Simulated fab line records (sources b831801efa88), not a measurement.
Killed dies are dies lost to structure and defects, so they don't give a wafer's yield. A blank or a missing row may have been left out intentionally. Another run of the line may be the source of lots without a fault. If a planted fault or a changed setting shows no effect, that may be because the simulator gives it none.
The same fault as seen by 2 desks -- flow sky130 -- each desk has only its own numbers; what lay behind them comes last

== AT THE TOOL OWNER'S DESK: pvd_sputter-03 ==
The tool's own readings at SKY_METAL3_SPUTTER_00 (material Ti, target thk 15 nm, time 10 s): means of the sampled wafers that have a number, for each lot that ran on this tool. A lot is out of limits, marked OUT, if its mean lies more than 4 standard deviations from the usual mean; the brackets give that distance.
Columns: A = throttle_valve_pct at SKY_METAL3_SPUTTER_00, usual 29.7 %
lot,first seen here,A
L585,day 36 04:42,30.5
L591,day 38 05:33,30.1
L593,day 39 01:49,30.1
L594,day 39 06:24,30.3
Result from this desk: across the 4 lots, nothing is out of limits.

== AT THE METROLOGY DESK ==
Lot by lot, what the gauges showed, no matter which tool ran the lot: averages of those sampled wafers that carry a number. A lot is out of limits, marked OUT, if its mean lies more than 4 standard deviations from the usual mean; the brackets give that distance.
Columns: A = VIA2_OVL at SKY_VIA2_OVL_MEAS_13, usual 1 nm; B = VIA2_W_RS at SKY_VIA2_RS_MEAS_22, usual 0.2742 ohm/sq; C = VIA2_W_THK at SKY_VIA2_THK_MEAS_23, usual 391 nm
lot,first seen here,A,B,C
L585,day 36 02:43,8,0.2749,388
L591,day 38 04:03,6,0.2705,392
L593,day 39 00:15,1,0.2746,400
L594,day 39 04:58,1,0.2749,390
L600,day 40 22:48,-4,0.2737,394
L604,day 42 14:02,1,0.2723,394
L606,day 42 18:45,2,0.2767,390
Result from this desk: across the 7 lots, nothing is out of limits.

== ALL TOGETHER ==
The desk of the tool owner found nothing out of limits.
Metrology desk: nothing out of limits seen.

== WHAT HAD BEEN PUT IN BY THE SIMULATOR ==
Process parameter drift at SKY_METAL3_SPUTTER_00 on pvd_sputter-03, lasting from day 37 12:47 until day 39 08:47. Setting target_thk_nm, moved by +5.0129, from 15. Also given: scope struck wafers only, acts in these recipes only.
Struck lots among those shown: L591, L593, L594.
